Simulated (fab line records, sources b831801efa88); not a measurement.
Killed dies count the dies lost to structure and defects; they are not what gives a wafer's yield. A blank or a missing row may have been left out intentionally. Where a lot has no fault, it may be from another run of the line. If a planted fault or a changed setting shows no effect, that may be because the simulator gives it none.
What tool caused it? + flow sky130 + 7 lots, 21 wafers sampled, at 2 steps of a route of 708

## WHAT EACH GAUGE READ, for each wafer
SKY_VIA1_THK_MEAS_01.
| lot  | measured     | on            | VIA1_HDPCVD_THK (nm) |
|------|--------------|---------------|----------------------|
| L177 | day 33 13:33 | film-metro-02 | 1020 1014 1029       |
| L179 | day 33 19:41 | film-metro-04 | 1023 1029 1013       |
| L182 | day 35 02:10 | film-metro-04 | 1011 1027 1019       |
| L186 | day 36 03:16 | film-metro-04 | 1006 1033 1020       |
| L190 | day 37 06:04 | film-metro-04 | 1008 1031 1014       |
| L193 | day 38 08:55 | film-metro-04 | 949 973 953          |
| L197 | day 39 08:17 | film-metro-02 | 1039 1036 1053       |

## WHICH TOOL RAN EACH LOT (tool, then ch and the chambers of the sampled wafers, then the start)
| lot  | SKY_VIA1_HDPCVD_00               |
|------|----------------------------------|
| L177 | hdpcvd-02 ch 0,1, day 33 13:25   |
| L179 | hdpcvd-02 ch 0,1,2, day 33 19:34 |
| L182 | hdpcvd-02 ch 0,1,2, day 35 02:04 |
| L186 | hdpcvd-02 ch 0,1,2, day 36 03:09 |
| L190 | hdpcvd-02 ch 0,1,2, day 37 05:57 |
| L193 | hdpcvd-02 ch 1,2, day 38 08:49   |
| L197 | hdpcvd-01 ch 0,1,2, day 39 08:10 |
- SKY_VIA1_HDPCVD_00: deposits SiO2, target thk 1030 nm, time 171.7 s.

## THE ANSWER, worked out from the rows above alone
Rule: the lots themselves supply what counts as usual. Put in order of their means at a reading, lots are off if they are a third of the lots or fewer, leave a main group of 4 or more, and stand apart from it by a gap of 3 or more times the standard deviation of the main group's means; of several such gaps the widest counts. Not used: any main group whose means are identical at the precision the tables above print for the reading. Also off: a lot with no number at a reading for which 4 or more lots have one. Any other lot the step has rows for is counted as sound.
Off: L193, seen at SKY_VIA1_THK_MEAS_01 (VIA1_HDPCVD_THK). For the main group the mean is 1024 nm and the standard deviation 8.6.
A tool fits if, at a process step before that reading, it ran every lot that is off, and no sound lot after the first of them. Those tools and the gauges at SKY_VIA1_THK_MEAS_01 are tried in the same way. Undecided on this evidence; 2 tools fit (hdpcvd-02 at SKY_VIA1_HDPCVD_00, film-metro-04 at SKY_VIA1_THK_MEAS_01).

## WHAT THE SIMULATOR HAD PUT IN
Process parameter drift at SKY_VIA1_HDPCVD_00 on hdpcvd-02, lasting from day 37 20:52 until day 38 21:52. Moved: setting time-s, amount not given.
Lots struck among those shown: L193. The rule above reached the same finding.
